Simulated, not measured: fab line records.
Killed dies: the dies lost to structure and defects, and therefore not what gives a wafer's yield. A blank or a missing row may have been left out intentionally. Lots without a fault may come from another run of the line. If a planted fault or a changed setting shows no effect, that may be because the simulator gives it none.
Chamber matching -- flow sfq_line -- SFQ_TRILAYER_I6_VIA_BARC_OPEN_VIA_ETCH_235 on rie_diel-04: 3 sister chambers
The step etches BARC in O2, target depth 125 nm, time 41.7 s. 6 wafers are shown with their chamber, then 4 later ones without.

WAFERS WITH THEIR CHAMBER
wafer,chamber,drypump_motor_current_A (A),oes_product_au (a.u.)
L560.1,0,6.2,0.688
L561.3,0,6.2,0.688
L561.5,3,5.7,0.681
L561.6,2,6.7,0.686
L567.3,2,6.7,0.683
L567.4,3,5.8,0.699

WAFERS WHOSE CHAMBER IS MISSING
wafer,drypump_motor_current_A (A),oes_product_au (a.u.)
L577.1,5.7,0.693
L577.4,6.7,0.686
L579.3,6.7,0.684
L579.4,6.2,0.687

WHICH CHAMBER EACH WENT THROUGH
wafer,from the rows above,in truth
L577.1,3,3
L577.4,2,2
L579.3,2,2
L579.4,0,0
Placed correctly: 4 of 4. Can't be placed from these rows: 0. Wrongly placed: 0.
How it was worked out, from the rows above alone: a wafer's distance from a chamber is the root of the sum, over the readings, of the square of ((its reading less the chamber's mean) divided by the reading's scatter). The wafer belongs to the nearest chamber; if the next one is less than 2 further off, it can't be placed. Each chamber's mean is taken over the wafers shown for it. The scatter is the square root of a quotient: the sum, over the shown wafers, of each reading's squared deviation from its chamber's mean, divided by wafers minus chambers.
